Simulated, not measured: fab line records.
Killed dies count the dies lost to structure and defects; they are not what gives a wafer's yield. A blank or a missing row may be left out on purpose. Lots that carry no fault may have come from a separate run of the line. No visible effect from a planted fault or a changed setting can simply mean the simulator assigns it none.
Check for tools in common :: flow gf180mcu :: 11 lots, 39 wafers sampled

REASON FOR OPENING
2 of 11 lots carry a flag on the reading CONTACT_W_RS at GF_CONTACT_RS_MEAS_25. Fault-free wafers read 0.383 ohm/sq, with a standard deviation of 0.0039.
Rule: a lot is flagged when every wafer of it that has a number lies more than 4 standard deviations from that mean, or none has a number. The other lots count as sound.

lot: L888
measured: day 16 01:08
on: film-metro-01
CONTACT_W_RS (ohm/sq), wafer by wafer: 0.383 0.383 0.383
flag: 

lot: L889
measured: day 16 14:17
on: film-metro-03
CONTACT_W_RS (ohm/sq), wafer by wafer: 0.380 0.378 0.387
flag: 

lot: L890
measured: day 16 23:55
on: film-metro-04
CONTACT_W_RS (ohm/sq), wafer by wafer: 0.393 0.384 0.389
flag: 

lot: L891
measured: day 17 03:34
on: film-metro-01
CONTACT_W_RS (ohm/sq), wafer by wafer: 0.374 0.384 0.380
flag: 

lot: L892
measured: day 17 20:25
on: film-metro-04
CONTACT_W_RS (ohm/sq), wafer by wafer: 0.384 0.387 0.384
flag: 

lot: L895
measured: day 18 21:54
on: film-metro-03
CONTACT_W_RS (ohm/sq), wafer by wafer: 0.382 0.384 0.387
flag: 

lot: L900
measured: day 20 20:37
on: film-metro-04
CONTACT_W_RS (ohm/sq), wafer by wafer: 0.383 0.386 0.387
flag: 

lot: L901
measured: day 21 01:26
on: film-metro-01
CONTACT_W_RS (ohm/sq), wafer by wafer: 1.136 1.162 1.151 1.138 1.162 1.149
flag: FLAGGED

lot: L902
measured: day 21 08:32
on: film-metro-01
CONTACT_W_RS (ohm/sq), wafer by wafer: 1.161 1.130 1.147 1.162 1.132 1.147
flag: FLAGGED

lot: L910
measured: day 23 17:49
on: film-metro-01
CONTACT_W_RS (ohm/sq), wafer by wafer: 0.378 0.382 0.381
flag: 

lot: L911
measured: day 24 07:46
on: film-metro-03
CONTACT_W_RS (ohm/sq), wafer by wafer: 0.377 0.380 0.379
flag: 
Averaged over the flagged lots the numbers come to 1.148 ohm/sq, +0.765 ohm/sq from the usual (+99 or more standard deviations).

WHICH TOOL EACH LOT WENT THROUGH
2 process steps preceding the reading are held in the record, out of 602 steps in the route. Read each cell as the tool, then ch plus the chambers that the sampled wafers visited, then the start.
lot: L888
flag: 
GF_SAB_STRIP_13: plasma-asher-04 ch 0,1, day 15 01:22
GF_CONTACT_CVD_24: cvd-w-01 ch 0,1, day 16 01:01

lot: L889
flag: 
GF_SAB_STRIP_13: plasma-asher-03 ch 0, day 15 14:11
GF_CONTACT_CVD_24: cvd-w-02 ch 0,1, day 16 14:10

lot: L890
flag: 
GF_SAB_STRIP_13: plasma-asher-01 ch 0,1, day 15 23:17
GF_CONTACT_CVD_24: cvd-w-02 ch 0,1, day 16 23:48

lot: L891
flag: 
GF_SAB_STRIP_13: plasma-asher-01 ch 0,1, day 16 03:52
GF_CONTACT_CVD_24: cvd-w-01 ch 0,1, day 17 03:28

lot: L892
flag: 
GF_SAB_STRIP_13: plasma-asher-04 ch 0,1, day 16 15:25
GF_CONTACT_CVD_24: cvd-w-02 ch 0,1, day 17 20:18

lot: L895
flag: 
GF_SAB_STRIP_13: plasma-asher-04 ch 0,1, day 17 19:41
GF_CONTACT_CVD_24: cvd-w-02 ch 0,1, day 18 21:47

lot: L900
flag: 
GF_SAB_STRIP_13: plasma-asher-04 ch 0,1, day 19 18:39
GF_CONTACT_CVD_24: cvd-w-02 ch 0,1, day 20 20:31

lot: L901
flag: FLAGGED
GF_SAB_STRIP_13: plasma-asher-03 ch 0,1, day 19 22:16
GF_CONTACT_CVD_24: cvd-w-01 ch 0,1, day 21 01:20

lot: L902
flag: FLAGGED
GF_SAB_STRIP_13: plasma-asher-01 ch 0,1, day 20 06:44
GF_CONTACT_CVD_24: cvd-w-01 ch 0,1, day 21 08:25

lot: L910
flag: 
GF_SAB_STRIP_13: plasma-asher-03 ch 0, day 22 16:13
GF_CONTACT_CVD_24: cvd-w-02 ch 0,1, day 23 17:43

lot: L911
flag: 
GF_SAB_STRIP_13: plasma-asher-01 ch 0,1, day 23 07:11
GF_CONTACT_CVD_24: cvd-w-02 ch 0,1, day 24 07:39
These steps, and what they do:
- GF_SAB_STRIP_13: strips in O2/N2.
- GF_CONTACT_CVD_24: deposits W, target thk 300 nm, time 90.339 s.
- GF_CONTACT_RS_MEAS_25: measures by four-point-probe.

FLAGGED AGAINST TOTAL, ONE TOOL AT A TIME (gauges that did the reading follow at the end)
step: GF_SAB_STRIP_13
tool: plasma-asher-01
lots run: 4
flagged: 1
share of the flagged lots: some
sound lots run after its first flagged lot: 1 (L911)

step: GF_SAB_STRIP_13
tool: plasma-asher-03
lots run: 3
flagged: 1
share of the flagged lots: some
sound lots run after its first flagged lot: 1 (L910)

step: GF_SAB_STRIP_13
tool: plasma-asher-04
lots run: 4
flagged: 0
share of the flagged lots: none
sound lots run after its first flagged lot: -

step: GF_CONTACT_CVD_24
tool: cvd-w-01
lots run: 4
flagged: 2
share of the flagged lots: all
sound lots run after its first flagged lot: 0

step: GF_CONTACT_CVD_24
tool: cvd-w-02
lots run: 7
flagged: 0
share of the flagged lots: none
sound lots run after its first flagged lot: -

step: GF_CONTACT_RS_MEAS_25
tool: film-metro-01
lots run: 5
flagged: 2
share of the flagged lots: all
sound lots run after its first flagged lot: 1 (L910)

step: GF_CONTACT_RS_MEAS_25
tool: film-metro-03
lots run: 3
flagged: 0
share of the flagged lots: none
sound lots run after its first flagged lot: -

step: GF_CONTACT_RS_MEAS_25
tool: film-metro-04
lots run: 3
flagged: 0
share of the flagged lots: none
sound lots run after its first flagged lot: -

WHAT IS ALLOWED BY THE TABLE
In 2 table rows, all flagged lots were run: cvd-w-01 (GF_CONTACT_CVD_24), film-metro-01 (GF_CONTACT_RS_MEAS_25).
- cvd-w-01 at GF_CONTACT_CVD_24: 2 of its 4 lots flagged. It ran its last sound lot, L891, at day 17 03:28 and its first flagged lot, L901, at day 21 01:20: a fault with its onset between the two fits.
- film-metro-01 at GF_CONTACT_RS_MEAS_25: 2 of its 5 lots flagged. Lots that were sound ran on it after the first flagged one (L910); a persistent fault on the entire tool would not allow that.
One tool is left: cvd-w-01 at GF_CONTACT_CVD_24.

WHAT WAS PUT IN BY THE SIMULATOR
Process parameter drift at GF_CONTACT_CVD_24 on cvd-w-01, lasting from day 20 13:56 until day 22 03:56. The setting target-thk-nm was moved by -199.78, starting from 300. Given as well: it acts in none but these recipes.
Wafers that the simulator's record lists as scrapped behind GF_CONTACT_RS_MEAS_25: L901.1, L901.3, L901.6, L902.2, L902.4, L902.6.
Lots struck among those shown: L901, L902. The same result came from the rule above.
